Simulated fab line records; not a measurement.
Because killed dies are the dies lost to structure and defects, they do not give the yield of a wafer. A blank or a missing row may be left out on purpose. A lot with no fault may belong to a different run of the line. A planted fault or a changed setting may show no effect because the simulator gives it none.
Struck lot and sound lot, side by side    flow sky130    20 steps out of a route of 708
Sound: the wafers L579.1, L579.2, L579.5. Wafers L589.1, L589.3, L589.4 were the ones struck. The cause is given at the end.
For every step that has rows: the tool of each side, followed by ch and its chambers, followed by its first start. Under that, the readings that differ: sound wafers    struck wafers    difference of the means    sigmas: that difference in standard deviations of wafers without a fault.
alike: readings with means less than 2 such deviations apart, plus words and numbers identical on both sides. not compared: withheld readings, readings lacking a value on some wafer, bounds such as >300 that could conceal the same value, and numbers that have no deviation in the record and whose values overlap.
A row with sigmas, a row that says differs or no value, or rows on one side alone: a step with any of these is where the two part. When numbers do not overlap yet have no deviation, they are printed without sigmas and do not part them. A reading missing from all wafers of one side parts the sides only when that side holds two or more wafers.

SKY_METAL4_METAL_ETCH_18: etches the open film in Cl2/BCl3, stops on SiO2, target depth 845 nm, time 183.1 s.
  sound on rie_metal-02 ch 0,1, day 42 08:29; struck on rie_metal-03 ch 0, day 45 19:28
  alike: drypump_motor_current_A, oes_product_au, throttle_valve_pct
  not compared: rf_hours_counter_h
SKY_METAL4_STRIP_19: strips in O2/N2.
  sound on plasma_asher-01 ch 0,1, day 42 08:40; struck on plasma_asher-01 ch 0,1, day 45 19:49
reading                       sound           struck          difference  sigmas
strip_time_to_endpoint_s (s)  6.52 6.68 6.70  6.36 6.36 6.42  -0.25       -3
  alike: drypump_motor_current_A, o2_flow_sccm, oes_product_au
  not compared: rf_hours_counter_h
then, 4 steps without rows for these wafers: SKY_METAL4_STRIP_20 (strips in post etch residue remover, time 1200 s); SKY_METAL4_CLEAN_21 (cleans in IPA, time 180 s); SKY_METAL4_CLEAN_22 (cleans in O3/DIW); SKY_VIA4_HDPCVD_00 (deposits SiO2, target thk 1750 nm, time 291.7 s).
SKY_VIA4_THK_MEAS_01:
  struck on film_metro-02, day 45 20:35; sound on film_metro-04, day 42 09:27
  alike: VIA4_HDPCVD_THK
SKY_VIA4_CMP_02: polishes SiO2.
  sound on cmp-01 ch 1,3, day 42 09:31; struck on cmp-02 ch 0,2,3, day 45 20:39
  alike: motor_current_A, platen_rpm
SKY_VIA4_BOW_MEAS_03:
  struck on film_metro-02, day 45 20:57; sound on film_metro-04, day 42 09:49
  alike: VIA4_BOW
then, 3 steps without rows for these wafers: SKY_VIA4_DEHYDRATE_04 (time 60 s); SKY_VIA4_HMDS_05 (prime time 60 s); SKY_VIA4_COAT_06 (resist thk 1140 nm).
SKY_VIA4_SOFTBAKE_07: time 60 s.
  sound on litho_track-01 ch 0, day 42 22:04; struck on litho_track-02 ch 0, day 46 06:50
reading                   sound              struck             difference  sigmas
exhaust_pa (Pa)           45.5 45.4 46.5     43.9 43.6 43.9     -2.0        -2
heater_power_total_W (W)  56.56 56.53 56.59  58.55 58.63 58.51  +2.00       +43
plate_temp_C (C)          89.92 89.96 90.05  92.39 92.30 92.45  +2.40       +20
  alike: chill_plate_temp_C
  not compared: model.NOVOLAK_of_VIA4_COAT_06.thk_nm
then, 3 steps without rows for these wafers: SKY_VIA4_EXPOSE_08 (exposes mask VIM4, target cd 800 nm); SKY_VIA4_PEB_09; SKY_VIA4_DEVELOP_10 (develop time 60 s).
SKY_VIA4_OVL_MEAS_11:
  struck on overlay-01, day 46 17:29; sound on overlay-01, day 43 09:16
  alike: VIA4_OVL
SKY_VIA4_ETCH_12: etches SiO2 in C4F8/O2/Ar, stops on TiN, target depth 580 nm.
  sound on rie_diel-01 ch 1,2,3, day 43 09:18; struck on rie_diel-01 ch 1,2,3, day 46 17:31
  alike: oes_product_au
  not compared: model.NOVOLAK_of_VIA4_COAT_06.thk_nm
SKY_VIA4_STRIP_13: strips in O2/N2.
  sound on plasma_asher-03 ch 0,1, day 43 09:22; struck on plasma_asher-04 ch 0,1, day 46 17:36
  alike: drypump_motor_current_A, o2_flow_sccm, oes_product_au, strip_time_to_endpoint_s
  not compared: rf_hours_counter_h
-- the record jumps here: 3 days lie between the struck wafers' starts before and after (it left off in module VIA4 and takes up again in module PAD_OPEN, whose first step shown is number 708 of the route) --
SKY_PAD_OPEN_PROBE_99:
  rows exist in the record for the struck wafers here (prober-01, day 49 08:50), but not for the sound ones

## WHERE THEY PART
At SKY_METAL4_STRIP_19 first; at SKY_PAD_OPEN_PROBE_99 last (within this record only).

WHY: what had been put in by the simulator
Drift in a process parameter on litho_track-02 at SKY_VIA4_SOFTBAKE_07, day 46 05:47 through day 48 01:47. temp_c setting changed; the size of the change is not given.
